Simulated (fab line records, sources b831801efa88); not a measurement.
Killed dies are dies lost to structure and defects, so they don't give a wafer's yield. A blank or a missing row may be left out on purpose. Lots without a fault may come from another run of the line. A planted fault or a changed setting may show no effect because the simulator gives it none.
Chamber matching | flow gf180mcu | GF_V2_CMP_04 on cmp-02: 4 sister chambers
The step polishes SiO2. 4 wafers are shown with their chamber, then 7 later ones without.

WAFERS WITH THEIR CHAMBER
wafer  | chamber | motor_current_A (A)
L783.2 | 3       | 12.6
L784.5 | 2       | 11.3
L785.1 | 1       | 12.4
L785.2 | 0       | 11.8

WAFERS WITHOUT THEIR CHAMBER
wafer  | motor_current_A (A)
L785.4 | 10.7
L786.1 | 12.3
L786.4 | 11.9
L786.6 | 12.3
L789.1 | 12.0
L789.3 | 11.0
L789.4 | 13.0

WHICH CHAMBER EACH WENT THROUGH
wafer  | from the rows above               | in truth
L785.4 | can't be placed: 2 or 0           | 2
L786.1 | can't be placed: 1 or 3 or 0      | 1
L786.4 | can't be placed: 0 or 1 or 2 or 3 | 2
L786.6 | can't be placed: 1 or 3 or 0      | 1
L789.1 | can't be placed: 0 or 1 or 3 or 2 | 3
L789.3 | can't be placed: 2 or 0           | 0
L789.4 | can't be placed: 3 or 1           | 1
Placed correctly: 0 of 7. Can't be placed from these rows: 7 (the true chamber is among the candidates in 7). Placed wrongly: 0.
How it was worked out, from the rows above alone: a wafer's distance from a chamber is the root of the sum, over the readings, of the square of ((its reading less the chamber's mean) divided by the reading's scatter). The wafer belongs to the nearest chamber; if the next one is less than 2 further off, it can't be placed. A chamber's mean is the mean of its shown wafers. The scatter: with one shown wafer a chamber, the root of the mean of the squares of how far each hidden wafer lies from its nearest shown one.
